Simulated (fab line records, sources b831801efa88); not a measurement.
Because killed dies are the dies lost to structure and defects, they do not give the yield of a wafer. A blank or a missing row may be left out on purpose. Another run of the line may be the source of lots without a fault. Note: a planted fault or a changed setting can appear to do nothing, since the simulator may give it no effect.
fab line records	flow sfq_line	part 1 of 2: steps 1 to 24 of 36
record: lots: 5	wafers: 15	last_day: 91
route steps=325 shown M5@203 A5B@209 R5@212 I5@228
lots that met no fault: taken from a fault-free run of the same line
start_h: hours from the record's first day to the start of the lot's first wafer shown	wait_h: time in hours since the lot's previous step	" the same as in the row above	L1.1+2: one row covering several wafers at once	- no value present, or no start provided	* or withheld: withheld	< > ~ a bound
route shown NAME@n: NAME is a module with steps in the file, n the number in the route of the first one	usual: mean/standard deviation of fault-free wafers	same: alike in all rows	chamber/n: place in a boat	sites: per-site readings	_std_site: the standard deviation of these	_edge_site: mean of outer sites minus mean of inner sites	radius_mm: how far each site lies from the wafer's centre	mask NAME#n: copy n	behind: the most recent tool/chamber to have shaped the wafer	hold: what put the lot on hold/how long, in hours/how the hold closed	device: the transistor (n, p or np) that didn't switch	end of line: the same wafers' tests at the end of the route	a step without rows: its recipe alone	killed: not the wafer's yield, but the dies lost to structure and defects at the first sort	map: a wafer's dies, marking killed ones x, the rest . and places with no die _
set.NAME: the setting as run; set.NAME@STEP: as run at that earlier step	model.NAME: the simulator's own value behind a step, which no gauge read
certain route steps with their lots: each step a table, each wafer a row
services: from which hour (start_h, from the record's first day; less than 0 if before it) a tool's chamber was out of use, for how many hours, and why
== steps ==
step: SFQ_TRILAYER_M5_LITHO_DEVELOP_125
recipe: time_s: 60	resist: KrF
lot.wafer	tool	chamber	start_h	wait_h
L077.3+5+6	litho_track-04	0	1544.31	0.1
L080.2+4+5	litho_track-03	0	1589.89	0.1
L084.1+2+6	litho_track-03	0	1604.26	0.1
L086.1+2+5	litho_track-01	0	1617.46	0.1
L093.2+3+4	litho_track-03	0	1666.69	0.1
step: SFQ_M5_OVL_MEAS_932
usual: M5_OVL: 3/5
lot.wafer	tool	chamber	start_h	wait_h	M5_OVL[nm]
L077.3	overlay-02	-	1544.42	0.1	5
L077.5	"	-	"	"	1
L077.6	"	-	"	"	2
L080.2	overlay-01	-	1590.02	0.1	8
L080.4	"	-	"	"	11
L080.5	"	-	"	"	1
L084.1	overlay-01	-	1604.41	0.1	-2
L084.2	"	-	"	"	-5
L084.6	"	-	"	"	0
L086.1	overlay-02	-	1617.61	0.1	7
L086.2	"	-	"	"	2
L086.5	"	-	"	"	6
L093.2	overlay-01	-	1666.82	0.1	-8
L093.3	"	-	"	"	-1
L093.4	"	-	"	"	-5
step: SFQ_TRILAYER_M5_BARC_OPEN_METAL_ETCH_161
recipe: mask_material: PR	chemistry: O2	target_depth_nm: 125	target: BARC	icp_w: 600	bias_w: 80	pressure_mtorr: 10	time_s: 41.7
usual: drypump_motor_current_A: 5.8/0.36	oes_product_au: 0.685/0.0044
lot.wafer	tool	chamber	start_h	wait_h	drypump_motor_current_A	oes_product_au	rf_hours_counter_h
L077.3	rie_metal-01	1	1544.47	0.0	5.6	0.680	-
L077.5	"	0	"	"	5.4	0.690	-
L077.6	"	1	"	"	5.6	0.686	-
L080.2	rie_metal-02	0	1590.05	0.0	6.1	0.686	75
L080.4	"	1	"	"	5.6	0.690	-
L080.5	"	1	"	"	5.6	0.687	-
L084.1	rie_metal-01	1	1604.45	0.0	5.6	0.684	77
L084.2	"	0	"	"	5.4	0.687	15
L084.6	"	1	"	"	5.6	0.689	-
L086.1	rie_metal-03	0	1617.65	0.0	6.4	0.685	67
L086.2	"	1	"	"	6.0	0.681	60
L086.5	"	0	"	"	6.4	0.685	-
L093.2	rie_metal-01	0	1666.85	0.0	5.4	0.683	27
L093.3	"	1	"	"	5.6	0.676	-
L093.4	"	0	"	"	5.4	0.692	-
step: SFQ_TRILAYER_M5_ETCH_METAL_ETCH_126
recipe: target: Nb	stop_on: SiO2	mask_material: PR	over_etch_frac: 0.15	time_s: 203.2	chemistry: Cl2/BCl3	target_depth_nm: 265	icp_w: 600	bias_w: 80	pressure_mtorr: 10
usual: drypump_motor_current_A: 5.8/0.36	oes_product_au: 0.727/0.0058
lot.wafer	tool	chamber	start_h	wait_h	drypump_motor_current_A	oes_product_au	rf_hours_counter_h
L077.3	rie_metal-01	1	1544.57	0.1	5.6	0.724	-
L077.5	"	0	"	"	5.4	0.732	-
L077.6	"	1	"	"	5.6	0.728	-
L080.2	rie_metal-02	0	1590.11	0.0	6.1	0.734	75
L080.4	"	1	"	"	5.5	0.725	-
L080.5	"	1	"	"	5.6	0.735	-
L084.1	rie_metal-01	1	1604.51	0.0	5.6	0.725	77
L084.2	"	0	"	"	5.4	0.728	15
L084.6	"	1	"	"	5.6	0.731	-
L086.1	rie_metal-03	0	1617.71	0.0	6.3	0.711	67
L086.2	"	1	"	"	6.0	0.722	60
L086.5	"	0	"	"	6.3	0.729	-
L093.2	rie_metal-01	0	1666.91	0.0	5.4	0.738	27
L093.3	"	1	"	"	5.6	0.728	-
L093.4	"	0	"	"	5.4	0.724	-
step: SFQ_TRILAYER_M5_STRIP_STRIP_127
recipe: gas: O2	power_w: 200	platen_temp_c: 40	overash_fraction: 0.65	chemistry: O2	pressure_mtorr: 50
usual: drypump_motor_current_A: 5.8/0.36	oes_product_au: 1.000/0.0076
same: overash_fraction: 0.65
lot.wafer	tool	chamber	start_h	wait_h	drypump_motor_current_A	oes_product_au	rf_hours_counter_h
L077.3	rie_metal-01	1	1544.90	0.3	5.6	1.005	-
L077.5	"	0	"	"	5.4	0.993	-
L077.6	"	1	"	"	5.6	0.994	-
L080.2	rie_metal-02	0	1590.30	0.1	6.0	0.990	75
L080.4	"	1	"	"	5.5	1.002	-
L080.5	"	1	"	"	5.6	0.998	-
L084.1	rie_metal-01	1	1604.70	0.1	5.6	0.998	77
L084.2	"	0	"	"	5.4	0.992	15
L084.6	"	1	"	"	5.6	0.991	-
L086.1	rie_metal-03	0	1617.90	0.1	6.4	1.010	67
L086.2	"	1	"	"	6.0	1.007	60
L086.5	"	0	"	"	6.4	1.013	-
L093.2	rie_metal-01	0	1667.10	0.1	5.4	0.994	27
L093.3	"	1	"	"	5.6	0.991	-
L093.4	"	0	"	"	5.4	0.989	-
step: SFQ_TRILAYER_M5_STRIP_SOLV_CLEAN_128
recipe: chemistry: NMP	temp_c: 70	time_s: 600
usual: bath_heat_duty_pct: 13.3/1.4
lot.wafer	tool	chamber	start_h	wait_h	bath_heat_duty_pct
L077.3	wet_bench-02	7	1545.30	0.2	15.2
L077.5	"	0	"	"	11.2
L077.6	"	1	"	"	13.5
L080.2	wet_bench-03	0	1590.90	0.4	12.1
L080.4	"	6	"	"	12.2
L080.5	"	5	"	"	12.9
L084.1	wet_bench-02	3	1605.30	0.4	14.9
L084.2	"	2	"	"	12.1
L084.6	"	0	"	"	12.3
L086.1	wet_bench-01	4	1618.50	0.4	13.9
L086.2	"	6	"	"	11.9
L086.5	"	2	"	"	13.8
L093.2	wet_bench-03	0	1667.70	0.4	12.8
L093.3	"	4	"	"	13.9
L093.4	"	5	"	"	14.0
step: SFQ_TRILAYER_A5B_DEP_PECVD_129
recipe: material: SiO2	temp_c: 150	time_s: 133.33	pressure_torr: 2.4	rf_w: 183.3	precursor: SiH4/N2O	target_thk_nm: 600
usual: heater_power_w: 92/13	throttle_valve_pct: 24.8/1.2
lot.wafer	tool	chamber	start_h	wait_h	heater_power_w	throttle_valve_pct
L077.3	pecvd-03	1	1545.48	0.0	88	24.4
L077.5	"	2	"	"	63	24.2
L077.6	"	1	"	"	90	23.9
L080.2	pecvd-01	0	1591.08	0.0	98	25.7
L080.4	"	2	"	"	110	25.2
L080.5	"	0	"	"	97	25.6
L084.1	pecvd-04	1	1605.48	0.0	87	24.3
L084.2	"	2	"	"	94	23.4
L084.6	"	1	"	"	86	24.2
L086.1	pecvd-03	2	1618.68	0.0	64	24.2
L086.2	"	0	"	"	97	26.1
L086.5	"	1	"	"	86	24.5
L093.2	pecvd-04	0	1667.88	0.0	86	22.8
L093.3	"	1	"	"	77	24.3
L093.4	"	1	"	"	82	24.1
step: SFQ_TRILAYER_A5B_CMP_CMP_130
recipe: stop_on: Nb	down_force_psi: 3	platen_rpm: 60	target_thk_nm: 340.7
usual: motor_current_A: 9.9/0.91
lot.wafer	tool	chamber	start_h	wait_h	motor_current_A
L077.3	cmp-02	0	1560.22	14.7	10.1
L077.5	"	2	1561.22	15.6	9.6
L077.6	"	3	"	"	11.4
L080.4	cmp-02	1	1602.22	11.0	10.0
L080.2	"	2	"	"	9.6
L080.5	"	3	"	"	10.9
L084.1	cmp-02	1	1607.72	2.2	10.3
L084.2	"	2	"	"	10.0
L084.6	"	1	1609.72	4.1	10.3
L086.1	cmp-01	2	1619.26	0.5	9.2
L086.2	"	1	1620.76	2.0	9.0
L086.5	"	3	1621.76	3.0	10.2
L093.4	cmp-01	3	1672.11	4.1	10.1
L093.2	"	0	"	"	8.2
L093.3	"	1	"	"	8.6
step: SFQ_TRILAYER_A5B_METRO_MEASURE_131
usual: thk_nm: 339/4.5
lot.wafer	tool	chamber	start_h	wait_h	thk_nm
L077.3	film_metro-02	-	1562.62	1.9	339
L077.5	"	-	"	"	337
L077.6	"	-	"	"	339
L080.2	film_metro-02	-	1604.42	1.2	341
L080.4	"	-	"	"	337
L080.5	"	-	"	"	349
L084.1	film_metro-03	-	1610.22	2.0	338
L084.2	"	-	"	"	339
L084.6	"	-	"	"	343
L086.1	film_metro-02	-	1622.26	2.5	341
L086.2	"	-	"	"	338
L086.5	"	-	"	"	335
L093.2	film_metro-03	-	1674.81	1.7	331
L093.3	"	-	"	"	337
L093.4	"	-	"	"	340
step: SFQ_TRILAYER_R5_DEP_SPUTTER_132
recipe: material: Ti	base_pressure_pa: 1.33e-06	target_thk_nm: 5	power_w: 2000	time_s: 5	chamber_pressure_pa: 0.4
usual: base_pressure_pa: 1.33e-06/9.5e-08	throttle_valve_pct: 30.4/1.1
lot.wafer	tool	chamber	start_h	wait_h	base_pressure_pa	throttle_valve_pct
L077.3	pvd_sputter-04	-	1563.42	0.6	1.46e-06	32.2
L077.5	"	-	"	"	1.27e-06	31.9
L077.6	"	-	"	"	1.14e-06	30.4
L080.2	pvd_sputter-03	-	1605.42	0.8	1.29e-06	31.6
L080.4	"	-	"	"	1.32e-06	31.7
L080.5	"	-	"	"	1.21e-06	31.4
L084.1	pvd_sputter-03	-	1611.42	1.0	1.31e-06	30.0
L084.2	"	-	"	"	1.2e-06	31.8
L084.6	"	-	"	"	1.29e-06	29.0
L086.1	pvd_sputter-05	-	1623.46	1.0	1.37e-06	29.8
L086.2	"	-	"	"	1.24e-06	29.8
L086.5	"	-	"	"	1.49e-06	30.0
L093.2	pvd_sputter-03	-	1675.81	0.8	1.25e-06	31.8
L093.3	"	-	"	"	1.24e-06	29.4
L093.4	"	-	"	"	1.35e-06	29.8
step: SFQ_TRILAYER_R5_DEP_SPUTTER_133
recipe: material: MoNx	base_pressure_pa: 1.33e-06	target_thk_nm: 40	power_w: 1000	time_s: 66.7	chamber_pressure_pa: 0.4
usual: base_pressure_pa: 1.33e-06/9.1e-08	throttle_valve_pct: 30.4/1
lot.wafer	tool	chamber	start_h	wait_h	base_pressure_pa	throttle_valve_pct
L077.3	pvd_sputter-04	-	1563.43	0.0	1.34e-06	31.8
L077.5	"	-	"	"	1.46e-06	31.9
L077.6	"	-	"	"	1.11e-06	30.7
L080.2	pvd_sputter-03	-	1605.43	0.0	1.34e-06	31.6
L080.4	"	-	"	"	1.5e-06	31.7
L080.5	"	-	"	"	1.48e-06	31.4
L084.1	pvd_sputter-03	-	1611.43	0.0	1.48e-06	29.9
L084.2	"	-	"	"	1.32e-06	31.7
L084.6	"	-	"	"	1.4e-06	29.2
L086.1	pvd_sputter-05	-	1623.48	0.0	1.4e-06	30.0
L086.2	"	-	"	"	1.36e-06	29.8
L086.5	"	-	"	"	1.5e-06	29.6
L093.2	pvd_sputter-03	-	1675.83	0.0	1.53e-06	31.4
L093.3	"	-	"	"	1.29e-06	29.0
L093.4	"	-	"	"	1.33e-06	30.0
step: SFQ_TRILAYER_R5_DEP_SPUTTER_134
recipe: material: Ti	base_pressure_pa: 1.33e-06	target_thk_nm: 5	power_w: 2000	time_s: 5	chamber_pressure_pa: 0.4
usual: base_pressure_pa: 1.32e-06/9e-08	throttle_valve_pct: 30.4/1
lot.wafer	tool	chamber	start_h	wait_h	base_pressure_pa	throttle_valve_pct
L077.3	pvd_sputter-04	-	1563.49	0.0	1.37e-06	31.5
L077.5	"	-	"	"	1.43e-06	31.8
L077.6	"	-	"	"	1.45e-06	30.5
L080.2	pvd_sputter-03	-	1605.49	0.0	1.57e-06	31.6
L080.4	"	-	"	"	1.55e-06	31.9
L080.5	"	-	"	"	1.25e-06	31.5
L084.1	pvd_sputter-03	-	1611.49	0.0	1.33e-06	30.0
L084.2	"	-	"	"	1.28e-06	32.1
L084.6	"	-	"	"	1.26e-06	29.1
L086.1	pvd_sputter-05	-	1623.53	0.0	1.36e-06	29.8
L086.2	"	-	"	"	1.24e-06	29.7
L086.5	"	-	"	"	1.26e-06	29.7
L093.2	pvd_sputter-03	-	1675.88	0.0	1.4e-06	31.5
L093.3	"	-	"	"	1.32e-06	29.2
L093.4	"	-	"	"	1.31e-06	29.8
step: SFQ_R5_RS_MEAS_933
recipe: thk_meas_gauge: four-point-probe	reads: Ti_of_TRILAYER_R5_DEP_SPUTTER_134+MoNx_of_TRILAYER_R5_DEP_SPUTTER_133+Ti_of_TRILAYER_R5_DEP_SPUTTER_132
usual: R5_MONX_RS: 7.05/0.063
lot.wafer	tool	chamber	start_h	wait_h	R5_MONX_RS[ohm/sq]
L077.3	film_metro-01	-	1563.55	0.0	7.00
L077.5	"	-	"	"	6.97
L077.6	"	-	"	"	6.98
L080.2	film_metro-04	-	1605.53	0.0	7.08
L080.4	"	-	"	"	7.03
L080.5	"	-	"	"	7.05
L084.1	film_metro-04	-	1611.51	0.0	6.96
L084.2	"	-	"	"	6.97
L084.6	"	-	"	"	7.05
L086.1	film_metro-03	-	1623.55	0.0	7.04
L086.2	"	-	"	"	7.00
L086.5	"	-	"	"	7.01
L093.2	film_metro-04	-	1675.92	0.0	7.10
L093.3	"	-	"	"	7.04
L093.4	"	-	"	"	7.03
step: SFQ_R5_THK_MEAS_934
recipe: thk_meas_gauge: xrf	reads: MoNx_of_TRILAYER_R5_DEP_SPUTTER_133
usual: R5_MONX_THK: 40.4/0.44
lot.wafer	tool	chamber	start_h	wait_h	R5_MONX_THK[nm]
L077.3	film_metro-01	-	1563.65	0.1	40.7
L077.5	"	-	"	"	41.2
L077.6	"	-	"	"	41.2
L080.2	film_metro-04	-	1605.64	0.1	40.2
L080.4	"	-	"	"	40.5
L080.5	"	-	"	"	40.7
L084.1	film_metro-04	-	1611.63	0.1	41.1
L084.2	"	-	"	"	41.3
L084.6	"	-	"	"	40.6
L086.1	film_metro-03	-	1623.67	0.1	39.9
L086.2	"	-	"	"	40.4
L086.5	"	-	"	"	40.5
L093.2	film_metro-04	-	1676.03	0.1	40.1
L093.3	"	-	"	"	40.5
L093.4	"	-	"	"	40.8
step: SFQ_TRILAYER_R5_LITHO_COAT_141
recipe: resist: BARC	spin_rpm: 3000	resist_thk_nm: 62
lot.wafer	tool	chamber	start_h	wait_h
L077.3+5+6	litho_track-02	0	1563.79	0.1
L080.2+4+5	litho_track-03	0	1605.74	0.1
L084.1+2+6	litho_track-04	0	1611.69	0.1
L086.1+2+5	litho_track-04	0	1623.73	0.1
L093.2+3+4	litho_track-02	0	1676.13	0.1
step: SFQ_TRILAYER_R5_LITHO_COAT_136
recipe: resist: KrF	spin_rpm: 3000	resist_thk_nm: 600
lot.wafer	tool	chamber	start_h	wait_h
L077.3+5+6	litho_track-02	0	1564.09	0.2
L080.2+4+5	litho_track-03	0	1606.04	0.2
L084.1+2+6	litho_track-04	0	1611.99	0.2
L086.1+2+5	litho_track-04	0	1624.03	0.2
L093.2+3+4	litho_track-02	0	1676.43	0.2
step: SFQ_TRILAYER_R5_LITHO_SOFTBAKE_140
recipe: temp_c: withheld	time_s: withheld	resist: KrF
lot.wafer	tool	chamber	start_h	wait_h
L077.3+5+6	litho_track-02	0	1564.34	0.2
L080.2+4+5	litho_track-03	0	1606.31	0.2
L084.1+2+6	litho_track-04	0	1612.29	0.2
L086.1+2+5	litho_track-04	0	1624.33	0.2
L093.2+3+4	litho_track-02	0	1676.71	0.2
step: SFQ_TRILAYER_R5_LITHO_EXPOSE_137
recipe: mask_id: R5	na: 0.6	source_shape: conventional	sigma_outer: 0.65	target_cd_nm: 500	dose_mj: 14.4
usual: exposure_dose_mJ_cm2: 14.399/0.014
lot.wafer	tool	chamber	start_h	wait_h	mask	exposure_dose_mJ_cm2
L077.3	krf_scanner-01	0	1662.11	-	R5#0	14.411
L077.5	"	0	"	"	R5#0	14.427
L077.6	"	0	"	"	R5#0	14.400
L080.2	krf_scanner-02	0	1709.74	-	R5#0	14.377
L080.4	"	0	"	"	R5#0	14.383
L080.5	"	0	"	"	R5#0	14.396
L084.1	krf_scanner-01	0	1718.17	-	R5#0	14.393
L084.2	"	0	"	"	R5#0	14.398
L084.6	"	0	"	"	R5#0	14.400
L086.1	krf_scanner-01	0	1720.57	-	R5#0	14.401
L086.2	"	0	"	"	R5#0	14.394
L086.5	"	0	"	"	R5#0	14.378
L093.2	krf_scanner-01	0	1773.57	-	R5#0	14.419
L093.3	"	0	"	"	R5#0	14.405
L093.4	"	0	"	"	R5#0	14.425
step: SFQ_TRILAYER_R5_LITHO_PEB_139
recipe: peb_temp_c: 115	peb_time_s: 60	resist: KrF
lot.wafer	tool	chamber	start_h	wait_h
L077.3+5+6	litho_track-02	0	1662.96	0.7
L080.2+4+5	litho_track-04	0	1710.77	0.8
L084.1+2+6	litho_track-04	0	1719.37	1.0
L086.1+2+5	litho_track-04	0	1721.77	1.0
L093.2+3+4	litho_track-03	0	1774.59	0.8
step: SFQ_TRILAYER_R5_LITHO_DEVELOP_138
recipe: time_s: 60	resist: KrF
lot.wafer	tool	chamber	start_h	wait_h
L077.3+5+6	litho_track-02	0	1663.11	0.1
L080.2+4+5	litho_track-04	0	1710.92	0.1
L084.1+2+6	litho_track-04	0	1719.52	0.1
L086.1+2+5	litho_track-04	0	1721.92	0.1
L093.2+3+4	litho_track-03	0	1774.74	0.1
step: SFQ_R5_OVL_MEAS_935
usual: R5_OVL: -2/5.3
lot.wafer	tool	chamber	start_h	wait_h	R5_OVL[nm]
L077.3	overlay-01	-	1663.22	0.1	-1
L077.5	"	-	"	"	-2
L077.6	"	-	"	"	1
L080.2	overlay-01	-	1711.05	0.1	-3
L080.4	"	-	"	"	-2
L080.5	"	-	"	"	-1
L084.1	overlay-01	-	1719.67	0.1	10
L084.2	"	-	"	"	8
L084.6	"	-	"	"	3
L086.1	overlay-02	-	1722.07	0.1	-2
L086.2	"	-	"	"	-7
L086.5	"	-	"	"	-5
L093.2	overlay-02	-	1774.87	0.1	-2
L093.3	"	-	"	"	-5
L093.4	"	-	"	"	-2
step: SFQ_TRILAYER_R5_BARC_OPEN_METAL_ETCH_177
recipe: mask_material: PR	chemistry: O2	target_depth_nm: 125	target: BARC	icp_w: 600	bias_w: 80	pressure_mtorr: 10	time_s: 41.7
usual: drypump_motor_current_A: 6.1/0.49	oes_product_au: 0.685/0.0043
lot.wafer	tool	chamber	start_h	wait_h	drypump_motor_current_A	oes_product_au	rf_hours_counter_h
L077.3	rie_metal-04	1	1663.27	0.0	6.6	0.682	-
L077.5	"	1	"	"	6.6	0.684	-
L077.6	"	0	"	"	6.5	0.682	-
L080.2	rie_metal-01	1	1711.08	0.0	5.6	0.688	96
L080.4	"	0	"	"	5.4	0.687	-
L080.5	"	1	"	"	5.6	0.690	-
L084.1	rie_metal-01	0	1719.70	0.0	5.4	0.683	35
L084.2	"	1	"	"	5.6	0.690	97
L084.6	"	1	"	"	5.6	0.681	-
L086.1	rie_metal-01	0	1722.10	0.0	5.4	0.687	35
L086.2	"	1	"	"	5.6	0.682	98
L086.5	"	1	"	"	5.6	0.687	-
L093.2	rie_metal-04	0	1774.90	0.0	6.5	0.679	42
L093.3	"	0	"	"	6.4	0.688	-
L093.4	"	1	"	"	6.7	0.679	-
step: SFQ_TRILAYER_R5_ETCH_METAL_ETCH_139
recipe: stop_on: SiO2	mask_material: PR	chemistry: Cl2	target_depth_nm: 60	icp_w: 600	bias_w: 80	pressure_mtorr: 10	time_s: 40
usual: drypump_motor_current_A: 6.1/0.49	oes_product_au: 0.990/0.0053
lot.wafer	tool	chamber	start_h	wait_h	drypump_motor_current_A	oes_product_au	rf_hours_counter_h
L077.3	rie_metal-04	1	1663.33	0.0	6.6	0.989	-
L077.5	"	1	"	"	6.6	0.988	-
L077.6	"	0	"	"	6.5	0.989	-
L080.2	rie_metal-01	1	1711.14	0.0	5.6	0.988	96
L080.4	"	0	"	"	5.4	0.988	-
L080.5	"	1	"	"	5.6	0.982	-
L084.1	rie_metal-01	0	1719.76	0.0	5.4	0.989	35
L084.2	"	1	"	"	5.6	0.989	97
L084.6	"	1	"	"	5.6	0.983	-
L086.1	rie_metal-01	0	1722.16	0.0	5.4	0.990	35
L086.2	"	1	"	"	5.6	0.995	98
L086.5	"	1	"	"	5.6	0.985	-
L093.2	rie_metal-04	0	1774.96	0.0	6.4	0.996	42
L093.3	"	0	"	"	6.5	0.990	-
L093.4	"	1	"	"	6.6	0.999	-
step: SFQ_TRILAYER_R5_STRIP_STRIP_140
recipe: gas: O2	power_w: 200	platen_temp_c: 40	overash_fraction: 0.65	chemistry: O2	pressure_mtorr: 50
usual: drypump_motor_current_A: 6.1/0.48	oes_product_au: 1.003/0.0079
same: overash_fraction: 0.65
lot.wafer	tool	chamber	start_h	wait_h	drypump_motor_current_A	oes_product_au	rf_hours_counter_h
L077.3	rie_metal-04	1	1663.56	0.2	6.7	1.004	-
L077.5	"	1	"	"	6.7	1.000	-
L077.6	"	0	"	"	6.5	1.002	-
L080.2	rie_metal-01	1	1711.19	0.0	5.6	0.991	96
L080.4	"	0	"	"	5.4	0.996	-
L080.5	"	1	"	"	5.6	0.980	-
L084.1	rie_metal-01	0	1719.82	0.0	5.4	0.995	35
L084.2	"	1	"	"	5.6	0.993	97
L084.6	"	1	"	"	5.6	0.996	-
L086.1	rie_metal-01	0	1722.22	0.0	5.4	0.991	36
L086.2	"	1	"	"	5.6	0.996	98
L086.5	"	1	"	"	5.6	0.991	-
L093.2	rie_metal-04	0	1775.02	0.0	6.5	1.010	42
L093.3	"	0	"	"	6.5	0.996	-
L093.4	"	1	"	"	6.6	0.997	-
